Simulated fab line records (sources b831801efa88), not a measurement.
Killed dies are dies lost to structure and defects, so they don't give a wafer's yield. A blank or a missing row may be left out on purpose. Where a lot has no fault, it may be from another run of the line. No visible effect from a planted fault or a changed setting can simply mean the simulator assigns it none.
fab line records -- flow gf180mcu
[record] lots = 14, wafers = 42, last_day = 34
route steps=602 shown MIM@508 V5@551
lots with no fault: from the same line, run without faults
start_h: hours from the record's opening day to when the first of the lot's shown wafers began -- wait_h: hours from the lot's prior step to this one -- " same as the row above -- L1.1+2: several wafers, shown together as one row -- - no value present, or no start provided -- * or withheld: withheld -- < > ~ a bound
route shown NAME@n: a module of which the file shows steps, and the number in the route of the first -- usual: average and standard deviation across the fault-free wafers -- same: alike in all rows -- chamber/n: place in a boat -- sites: each site's reading -- _std_site: how widely they spread, as a standard deviation -- _edge_site: mean of outer sites minus mean of inner sites -- radius_mm: how far each site lies from the wafer's centre -- mask NAME#n: copy n -- behind: the last tool/chamber to shape the wafer -- hold: cause of the lot's hold/its duration in hours/its outcome -- device: whichever transistor did not switch (one of n, p or np) -- end of line: tests run on the same wafers once the route is complete -- a step given without rows: its recipe and nothing more -- killed: the dies lost at the first sort to structure and to defects; this is not the yield of the wafer -- map: the dies of a wafer, with x for killed, . for not killed, _ for no die there
set.NAME: the setting the step ran with; set.NAME@STEP: the setting that earlier step ran with -- model.NAME: the simulator's own value behind a step, which no gauge read
one table for each step of the route and one row for each wafer, over a sample of lots
services: from which hour (start_h, from the record's first day; less than 0 if before it) a tool's chamber was out of use, for how many hours, and why
[[steps]]
[step GF_MIM_CVD_05]
[recipe] material = Si3N4, target_thk_nm = 42, temp_max_c = 400, temp_c = 385, time_s = 29.086, rf_w = 450
[usual] heater_power_w = 682/130
lot.wafer,tool,chamber,start_h,wait_h,heater_power_w
L847.3,pecvd-03,1,568.15,0.0,995
L847.5,pecvd-03,2,568.15,0.0,493
L847.6,pecvd-03,0,568.15,0.0,622
L848.2,pecvd-03,0,574.60,0.0,643
L848.3,pecvd-03,2,574.60,0.0,534
L848.5,pecvd-03,2,574.60,0.0,557
L849.3,pecvd-03,0,586.76,0.0,546
L849.4,pecvd-03,2,586.76,0.0,477
L849.5,pecvd-03,0,586.76,0.0,546
L850.1,pecvd-04,1,594.31,0.0,720
L850.3,pecvd-04,0,594.31,0.0,658
L850.6,pecvd-04,2,594.31,0.0,732
L851.1,pecvd-04,1,604.09,0.0,718
L851.3,pecvd-04,2,604.09,0.0,686
L851.4,pecvd-04,2,604.09,0.0,673
L852.1,pecvd-02,2,612.79,0.0,679
L852.2,pecvd-02,0,612.79,0.0,690
L852.3,pecvd-02,1,612.79,0.0,623
L853.1,pecvd-04,0,622.81,0.0,643
L853.4,pecvd-04,0,622.81,0.0,649
L853.6,pecvd-04,2,622.81,0.0,622
L855.1,pecvd-04,1,632.99,0.0,679
L855.5,pecvd-04,0,632.99,0.0,671
L855.6,pecvd-04,2,632.99,0.0,749
L854.2,pecvd-03,1,637.81,0.0,826
L854.5,pecvd-03,1,637.81,0.0,833
L854.6,pecvd-03,2,637.81,0.0,473
L856.1,pecvd-02,2,653.25,0.0,690
L856.5,pecvd-02,1,653.25,0.0,647
L856.6,pecvd-02,0,653.25,0.0,680
L858.3,pecvd-02,2,663.51,0.0,757
L858.5,pecvd-02,0,663.51,0.0,701
L858.6,pecvd-02,2,663.51,0.0,743
L864.2,pecvd-02,0,701.53,0.0,629
L864.3,pecvd-02,1,701.53,0.0,653
L864.6,pecvd-02,1,701.53,0.0,649
L865.1,pecvd-03,2,703.51,0.0,474
L865.3,pecvd-03,0,703.51,0.0,599
L865.4,pecvd-03,2,703.51,0.0,476
L866.1,pecvd-04,2,716.01,0.0,651
L866.4,pecvd-04,2,716.01,0.0,636
L866.5,pecvd-04,1,716.01,0.0,716
[step GF_MIM_SPUTTER_08]
[recipe] material = AlCu, target_thk_nm = 200, power_w = 10600, time_s = 10.6, chamber_pressure_pa = 0.4
[usual] throttle_valve_pct = 30.2/0.89
lot.wafer,tool,chamber,start_h,wait_h,throttle_valve_pct
L847.3,pvd_sputter-04,-,568.29,0.0,30.0
L847.5,pvd_sputter-04,-,568.29,0.0,30.8
L847.6,pvd_sputter-04,-,568.29,0.0,28.8
L848.2,pvd_sputter-02,-,574.74,0.0,31.4
L848.3,pvd_sputter-02,-,574.74,0.0,29.5
L848.5,pvd_sputter-02,-,574.74,0.0,31.8
L849.3,pvd_sputter-03,-,586.90,0.0,30.9
L849.4,pvd_sputter-03,-,586.90,0.0,29.6
L849.5,pvd_sputter-03,-,586.90,0.0,30.5
L850.1,pvd_sputter-03,-,594.45,0.0,30.6
L850.3,pvd_sputter-03,-,594.45,0.0,29.4
L850.6,pvd_sputter-03,-,594.45,0.0,29.2
L851.1,pvd_sputter-02,-,604.23,0.0,30.7
L851.3,pvd_sputter-02,-,604.23,0.0,31.7
L851.4,pvd_sputter-02,-,604.23,0.0,29.4
L852.1,pvd_sputter-02,-,612.93,0.0,31.1
L852.2,pvd_sputter-02,-,612.93,0.0,31.1
L852.3,pvd_sputter-02,-,612.93,0.0,29.7
L853.1,pvd_sputter-04,-,622.95,0.0,31.2
L853.4,pvd_sputter-04,-,622.95,0.0,29.4
L853.6,pvd_sputter-04,-,622.95,0.0,29.3
L855.1,pvd_sputter-02,-,633.13,0.0,29.6
L855.5,pvd_sputter-02,-,633.13,0.0,30.9
L855.6,pvd_sputter-02,-,633.13,0.0,29.7
L854.2,pvd_sputter-03,-,637.94,0.0,30.5
L854.5,pvd_sputter-03,-,637.94,0.0,30.6
L854.6,pvd_sputter-03,-,637.94,0.0,29.5
L856.1,pvd_sputter-02,-,653.39,0.0,31.5
L856.5,pvd_sputter-02,-,653.39,0.0,29.3
L856.6,pvd_sputter-02,-,653.39,0.0,31.0
L858.3,pvd_sputter-04,-,663.65,0.0,28.4
L858.5,pvd_sputter-04,-,663.65,0.0,28.5
L858.6,pvd_sputter-04,-,663.65,0.0,31.0
L864.2,pvd_sputter-04,-,701.67,0.0,28.6
L864.3,pvd_sputter-04,-,701.67,0.0,31.1
L864.6,pvd_sputter-04,-,701.67,0.0,31.1
L865.1,pvd_sputter-02,-,703.65,0.0,31.2
L865.3,pvd_sputter-02,-,703.65,0.0,29.4
L865.4,pvd_sputter-02,-,703.65,0.0,31.0
L866.1,pvd_sputter-04,-,716.15,0.0,29.7
L866.4,pvd_sputter-04,-,716.15,0.0,31.3
L866.5,pvd_sputter-04,-,716.15,0.0,31.0
[step GF_MIM_STRIP_20]
[recipe] chemistry = O2/N2, power_w = 1400, pressure_mtorr = 1500, platen_temp_c = 250, o2_flow_sccm = 3000, n2_flow_sccm = 300, overash_fraction = 0.5
[usual] chamber_pressure_mTorr = 1500.2/1.4, drypump_motor_current_A = 5.6/0.33, heater_power_w = 334/26, oes_product_au = 0.690/0.0051, strip_time_to_endpoint_s = 11.19/0.043
lot.wafer,tool,chamber,start_h,wait_h,chamber_pressure_mTorr,drypump_motor_current_A,heater_power_w,oes_product_au,rf_hours_counter_h,strip_time_to_endpoint_s
L847.3,plasma_asher-01,1,590.33,0.1,1500.9,5.6,311,0.693,-,11.22
L847.5,plasma_asher-01,0,590.33,0.1,1498.7,5.9,357,0.686,-,11.17
L847.6,plasma_asher-01,1,590.33,0.1,1499.1,5.6,309,0.691,-,11.28
L848.2,plasma_asher-04,0,596.30,0.0,1500.3,5.9,314,0.687,104,11.20
L848.3,plasma_asher-04,1,596.30,0.0,1500.0,4.9,302,0.691,-,11.19
L848.5,plasma_asher-04,0,596.30,0.0,1501.4,5.9,305,0.695,-,11.17
L849.3,plasma_asher-04,0,607.58,0.1,1499.9,5.9,315,0.691,-,11.28
L849.4,plasma_asher-04,1,607.58,0.1,1500.5,5.0,308,0.691,-,11.30
L849.5,plasma_asher-04,1,607.58,0.1,1501.4,5.0,301,0.697,-,11.28
L850.1,plasma_asher-03,0,614.90,0.0,1501.9,5.9,336,0.697,87,11.27
L850.3,plasma_asher-03,0,614.90,0.0,1500.9,5.9,330,0.688,-,11.27
L850.6,plasma_asher-03,1,614.90,0.0,1499.5,5.5,375,0.702,-,11.27
L851.1,plasma_asher-04,1,625.05,0.0,1501.8,5.0,308,0.696,107,11.17
L851.3,plasma_asher-04,0,625.05,0.0,1499.0,5.9,308,0.688,-,11.16
L851.4,plasma_asher-04,1,625.05,0.0,1499.8,5.0,309,0.688,-,11.13
L852.1,plasma_asher-01,1,633.65,0.0,1500.3,5.6,304,0.685,22,11.15
L852.2,plasma_asher-01,0,633.65,0.0,1503.6,5.9,363,0.689,22,11.16
L852.3,plasma_asher-01,0,633.65,0.0,1500.7,5.9,365,0.691,-,11.14
L853.1,plasma_asher-03,1,643.60,0.0,1501.9,5.5,382,0.696,90,11.19
L853.4,plasma_asher-03,0,643.60,0.0,1500.9,5.9,325,0.690,-,11.19
L853.6,plasma_asher-03,1,643.60,0.0,1500.0,5.5,371,0.690,-,11.17
L855.1,plasma_asher-03,0,651.70,0.0,1497.8,5.9,334,0.682,91,11.23
L855.5,plasma_asher-03,0,651.70,0.0,1500.6,5.9,326,0.688,-,11.17
L855.6,plasma_asher-03,1,651.70,0.0,1500.2,5.5,371,0.691,-,11.17
L854.2,plasma_asher-03,0,657.70,0.0,1502.1,5.9,322,0.682,91,11.12
L854.5,plasma_asher-03,0,657.70,0.0,1500.0,5.9,339,0.682,-,11.12
L854.6,plasma_asher-03,1,657.70,0.0,1498.7,5.5,363,0.696,-,11.15
L856.1,plasma_asher-04,0,673.00,0.0,1501.2,5.9,314,0.684,112,11.22
L856.5,plasma_asher-04,0,673.00,0.0,1501.6,5.9,317,0.690,-,11.17
L856.6,plasma_asher-04,1,673.00,0.0,1497.5,5.0,304,0.689,-,11.17
L858.3,plasma_asher-04,0,682.88,0.1,1499.2,5.9,310,0.684,-,11.17
L858.5,plasma_asher-04,0,682.88,0.1,1499.2,5.9,312,0.683,-,11.12
L858.6,plasma_asher-04,1,682.88,0.1,1501.3,5.0,304,0.684,-,11.20
L864.2,plasma_asher-01,1,719.75,0.0,1501.9,5.6,315,0.683,31,11.20
L864.3,plasma_asher-01,0,719.75,0.0,1501.9,5.9,362,0.692,-,11.21
L864.6,plasma_asher-01,1,719.75,0.0,1497.8,5.6,317,0.682,-,11.16
L865.1,plasma_asher-03,0,722.00,0.0,1502.0,5.8,329,0.693,97,11.18
L865.3,plasma_asher-03,0,722.00,0.0,1499.2,5.9,329,0.683,-,11.15
L865.4,plasma_asher-03,1,722.00,0.0,1500.5,5.5,367,0.683,-,11.17
L866.1,plasma_asher-04,1,733.65,0.0,1497.5,5.0,299,0.685,119,11.13
L866.4,plasma_asher-04,0,733.65,0.0,1500.2,5.9,309,0.685,-,11.14
L866.5,plasma_asher-04,1,733.65,0.0,1500.1,5.0,312,0.689,-,11.18
[step GF_V5_EXPOSE_11]
[recipe] mask_id = Via5, target_cd_nm = 260, na = 0.68, source_shape = conventional, sigma_outer = 0.6, dose_mj = 38
[usual] exposure_dose_mJ_cm2 = 38.86/0.033
lot.wafer,tool,chamber,start_h,wait_h,mask,exposure_dose_mJ_cm2
L847.3,krf_scanner-02,0,623.19,-,Via5#0,38.84
L847.5,krf_scanner-02,0,623.19,-,Via5#0,38.91
L847.6,krf_scanner-02,0,623.19,-,Via5#0,38.88
L848.2,krf_scanner-01,0,629.17,-,Via5#0,38.83
L848.3,krf_scanner-01,0,629.17,-,Via5#0,38.89
L848.5,krf_scanner-01,0,629.17,-,Via5#0,38.92
L849.3,krf_scanner-01,0,640.90,-,Via5#0,38.96
L849.4,krf_scanner-01,0,640.90,-,Via5#0,38.89
L849.5,krf_scanner-01,0,640.90,-,Via5#0,38.89
L850.1,krf_scanner-02,0,647.80,-,Via5#0,38.85
L850.3,krf_scanner-02,0,647.80,-,Via5#0,38.83
L850.6,krf_scanner-02,0,647.80,-,Via5#0,38.85
L851.1,krf_scanner-02,0,656.96,-,Via5#0,38.91
L851.3,krf_scanner-02,0,656.96,-,Via5#0,38.84
L851.4,krf_scanner-02,0,656.96,-,Via5#0,38.88
L852.1,krf_scanner-02,0,665.58,-,Via5#0,38.82
L852.2,krf_scanner-02,0,665.58,-,Via5#0,38.87
L852.3,krf_scanner-02,0,665.58,-,Via5#0,38.89
L853.1,krf_scanner-02,0,675.03,-,Via5#0,38.83
L853.4,krf_scanner-02,0,675.03,-,Via5#0,38.86
L853.6,krf_scanner-02,0,675.03,-,Via5#0,38.87
L855.1,krf_scanner-01,0,682.28,-,Via5#0,38.83
L855.5,krf_scanner-01,0,682.28,-,Via5#0,38.83
L855.6,krf_scanner-01,0,682.28,-,Via5#0,38.84
L854.2,krf_scanner-01,0,687.80,-,Via5#0,38.82
L854.5,krf_scanner-01,0,687.80,-,Via5#0,38.88
L854.6,krf_scanner-01,0,687.80,-,Via5#0,38.86
L856.1,krf_scanner-01,0,702.13,-,Via5#0,38.83
L856.5,krf_scanner-01,0,702.13,-,Via5#0,38.90
L856.6,krf_scanner-01,0,702.13,-,Via5#0,38.88
L858.3,krf_scanner-02,0,712.20,-,Via5#0,38.88
L858.5,krf_scanner-02,0,712.20,-,Via5#0,38.84
L858.6,krf_scanner-02,0,712.20,-,Via5#0,38.88
L864.2,krf_scanner-01,0,747.40,-,Via5#0,48.62
L864.3,krf_scanner-01,0,747.40,-,Via5#0,48.62
L864.6,krf_scanner-01,0,747.40,-,Via5#0,48.63
L865.1,krf_scanner-01,0,750.01,-,Via5#0,48.54
L865.3,krf_scanner-01,0,750.01,-,Via5#0,48.52
L865.4,krf_scanner-01,0,750.01,-,Via5#0,48.53
L866.1,krf_scanner-02,0,760.75,-,Via5#0,38.86
L866.4,krf_scanner-02,0,760.75,-,Via5#0,38.83
L866.5,krf_scanner-02,0,760.75,-,Via5#0,38.87
[step GF_V5_CD_MEAS_14]
[recipe] target_cd_nm = 260
[usual] cd_nm = 260.0/1.2
lot.wafer,tool,chamber,start_h,wait_h,cd_nm
L847.3,cd_sem-02,-,633.35,0.1,260.4
L847.5,cd_sem-02,-,633.35,0.1,258.8
L847.6,cd_sem-02,-,633.35,0.1,260.1
L848.2,cd_sem-02,-,638.55,0.1,261.7
L848.3,cd_sem-02,-,638.55,0.1,261.2
L848.5,cd_sem-02,-,638.55,0.1,261.0
L849.3,cd_sem-02,-,650.82,0.1,260.2
L849.4,cd_sem-02,-,650.82,0.1,259.3
L849.5,cd_sem-02,-,650.82,0.1,258.6
L850.1,cd_sem-01,-,657.58,0.1,260.4
L850.3,cd_sem-01,-,657.58,0.1,259.0
L850.6,cd_sem-01,-,657.58,0.1,260.5
L851.1,cd_sem-02,-,666.23,0.1,259.6
L851.3,cd_sem-02,-,666.23,0.1,258.9
L851.4,cd_sem-02,-,666.23,0.1,260.2
L852.1,cd_sem-01,-,675.01,0.1,259.9
L852.2,cd_sem-01,-,675.01,0.1,260.9
L852.3,cd_sem-01,-,675.01,0.1,259.9
L853.1,cd_sem-01,-,684.66,0.1,260.0
L853.4,cd_sem-01,-,684.66,0.1,259.5
L853.6,cd_sem-01,-,684.66,0.1,259.9
L855.1,cd_sem-01,-,691.78,0.1,262.4
L855.5,cd_sem-01,-,691.78,0.1,261.2
L855.6,cd_sem-01,-,691.78,0.1,262.2
L854.2,cd_sem-02,-,697.05,0.1,259.0
L854.5,cd_sem-02,-,697.05,0.1,257.9
L854.6,cd_sem-02,-,697.05,0.1,258.7
L856.1,cd_sem-01,-,710.73,0.1,259.4
L856.5,cd_sem-01,-,710.73,0.1,260.3
L856.6,cd_sem-01,-,710.73,0.1,260.1
L858.3,cd_sem-02,-,720.62,0.1,261.8
L858.5,cd_sem-02,-,720.62,0.1,260.0
L858.6,cd_sem-02,-,720.62,0.1,260.7
L864.2,cd_sem-01,-,756.02,0.1,294.7
L864.3,cd_sem-01,-,756.02,0.1,294.2
L864.6,cd_sem-01,-,756.02,0.1,293.9
L865.1,cd_sem-01,-,758.08,0.1,293.2
L865.3,cd_sem-01,-,758.08,0.1,292.8
L865.4,cd_sem-01,-,758.08,0.1,293.4
L866.1,cd_sem-01,-,768.98,0.1,260.0
L866.4,cd_sem-01,-,768.98,0.1,261.1
L866.5,cd_sem-01,-,768.98,0.1,261.1
[[services]]
tool,chamber,start_h,hours,kind
krf_scanner-01,-,569.57,4.7,repair
pecvd-02,-,591.12,14.0,pm
pecvd-03,-,592.30,14.6,pm
krf_scanner-01,-,593.19,1.0,pm
pecvd-02,-,594.95,1.4,repair
krf_scanner-01,-,602.91,1.3,pm
krf_scanner-02,-,613.65,6.0,pm
pecvd-03,1,616.55,10.6,repair
krf_scanner-02,-,624.70,3.6,pm
krf_scanner-01,-,636.11,0.8,pm
krf_scanner-02,-,639.25,1.0,pm
pecvd-02,-,642.48,0.6,repair
krf_scanner-02,-,649.58,0.8,pm
plasma_asher-04,-,651.06,3.7,repair
plasma_asher-03,-,662.27,5.9,repair
pecvd-03,0,662.97,17.0,repair
krf_scanner-02,-,679.90,1.3,pm
krf_scanner-02,-,684.54,4.4,pm
krf_scanner-01,-,709.55,3.6,pm
pecvd-03,-,713.25,1.7,repair
pvd_sputter-04,-,724.60,2.5,repair
plasma_asher-04,-,733.75,9.0,pm
pecvd-03,1,752.73,3.7,repair
pvd_sputter-03,-,756.80,5.7,repair
[[key]]
[first_sign] step = GF_V5_EXPOSE_11, reading = exposure_dose_mJ_cm2, direction = up, sigmas = 99+, usual = 38.86, struck = 48.58
[effect] step = GF_V5_CD_MEAS_14, reading = cd_nm, direction = up, sigmas = 29, usual = 260.0, struck = 293.7
met_at GF_V5_EXPOSE_11
struck_lots L864,L865
sort_left_out L864.2,L864.3,L864.6,L865.1,L865.3,L865.4
not_acting_at GF_MIM_CVD_05,GF_MIM_SPUTTER_08,GF_MIM_STRIP_20
onset_between 702.13 747.40
[fault] kind = process_parameter_drift, tool = krf_scanner-01, chamber = -, onset_h = 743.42, steps = GF_V5_EXPOSE_11, channel = dose_mj, offset = 9.7089, shape = step, acts_in = these_recipes_only, stated = 38
// sort_left_out: the simulated sort isn't trusted on such a fault, so these wafers' sort isn't shown, and their yield isn't known
